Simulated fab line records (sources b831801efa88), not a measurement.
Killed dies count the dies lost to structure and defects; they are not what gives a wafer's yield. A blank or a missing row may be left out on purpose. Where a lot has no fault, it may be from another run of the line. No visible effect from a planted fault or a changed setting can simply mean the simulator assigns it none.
Comparing a struck lot with a sound one || flow sky130 || 15 steps out of a route of 708
Sound: these wafers, L210.1, L210.2, L210.3. Wafers struck: L222.2, L222.4, L222.6. The cause is named last.
Per side, at each step with rows, come the tool, then ch with its chambers, and then its first start. Under that, the readings that differ: sound wafers || struck wafers || difference of the means || sigmas: that difference in standard deviations of wafers without a fault.
alike: same words and numbers on both sides, and readings whose means sit less than 2 such deviations apart. not compared: any withheld reading, any reading some wafer has no value for, any bound like >300 that may hide the same value, and any number with overlapping values for which the record gives no deviation.
A row with sigmas, a row that says differs or no value, or rows on one side alone: a step with any of these is where the two part. Numbers that have no deviation but don't overlap get no sigmas and don't part them. A reading that every wafer of one side lacks parts them only if that side has two wafers or more.

SKY_CAP2M_THK_MEAS_01:
  struck on film_metro-01, day 43 12:32; sound on film_metro-04, day 40 04:19
  alike: CAP2M_CVD_00_THK
SKY_CAP2M_SPUTTER_02: material TiN, target thk 200 nm, time 166.7 s.
  struck on pvd_sputter-03, day 43 12:35; sound on pvd_sputter-04, day 40 04:23
  alike: throttle_valve_pct
SKY_CAP2M_RS_MEAS_03: a four-point-probe measurement.
  struck on film_metro-01, day 43 12:43; sound on film_metro-01, day 40 04:29
  alike: CAP2M_TIN_RS
SKY_CAP2M_THK_MEAS_04: measures by xrf.
  struck on film_metro-01, day 43 12:49; sound on film_metro-01, day 40 04:37
  alike: CAP2M_TIN_THK
then, 7 steps without rows for these wafers: SKY_CAP2M_DEHYDRATE_05 (time 60 s); SKY_CAP2M_HMDS_06 (prime time 60 s); SKY_CAP2M_COAT_07 (resist thk 1140 nm); SKY_CAP2M_SOFTBAKE_08 (time 60 s); SKY_CAP2M_EXPOSE_09 (exposes mask CAP2M, target cd 1000 nm); SKY_CAP2M_PEB_10; SKY_CAP2M_DEVELOP_11 (develop time 60 s).
SKY_CAP2M_OVL_MEAS_12:
  struck on overlay-01, day 44 11:05; sound on overlay-02, day 41 04:17
{"reading": "CAP2M_OVL (nm)", "sound": "1.0 1.1 2.5", "struck": "-1.1 -2.2 -2.0", "difference": -3.3, "sigmas": -2}
SKY_CAP2M_METAL_ETCH_13: etches TiN in Cl2/BCl3, stops on SiO2, target depth 220 nm, time 62.9 s.
  sound on rie_metal-01 ch 0,1, day 41 04:19; struck on rie_metal-01 ch 0,1, day 44 11:07
{"reading": "chamber_pressure_mTorr (mTorr)", "sound": "9.999 9.991 9.985", "struck": "12.003 11.989 12.000", "difference": "+2.006", "sigmas": "+99 or more"}
  alike: drypump_motor_current_A, oes_product_au, throttle_valve_pct
  not compared: rf_hours_counter_h, model.SiO2_of_CAP2M_CVD_00.thk_nm
SKY_CAP2M_STRIP_14: strips in O2/N2.
  sound on plasma_asher-02 ch 0,1, day 41 04:24; struck on plasma_asher-04 ch 0,1, day 44 11:12
  alike: drypump_motor_current_A, oes_product_au, strip_time_to_endpoint_s
  not compared: rf_hours_counter_h
-- the record jumps here: 5 days lie between the struck wafers' starts before and after (it left off in module CAP2M and takes up again in module PAD_OPEN, whose first step shown is number 708 of the route) --
SKY_PAD_OPEN_PROBE_99:
  struck on prober-01, day 49 00:41; sound on prober-01, day 45 23:40
  alike: defect_limited_yield, killed_at_M0_to_M3, killed_at_M4_up, killed_at_contacts, killed_at_front_end, killed_at_other, killed_dies, killed_open, killed_short, sort_bin_3_pad_short, sort_bin_5_function, sort_bin_6_memory, sort_n_pass, sort_yield_pct

## WHERE THEY PART
Earliest at SKY_CAP2M_OVL_MEAS_12; latest, in this record, at SKY_CAP2M_METAL_ETCH_13. Later steps at which nothing parts them and some readings are alike: SKY_CAP2M_STRIP_14, SKY_PAD_OPEN_PROBE_99.

WHY: the cause the simulator had injected
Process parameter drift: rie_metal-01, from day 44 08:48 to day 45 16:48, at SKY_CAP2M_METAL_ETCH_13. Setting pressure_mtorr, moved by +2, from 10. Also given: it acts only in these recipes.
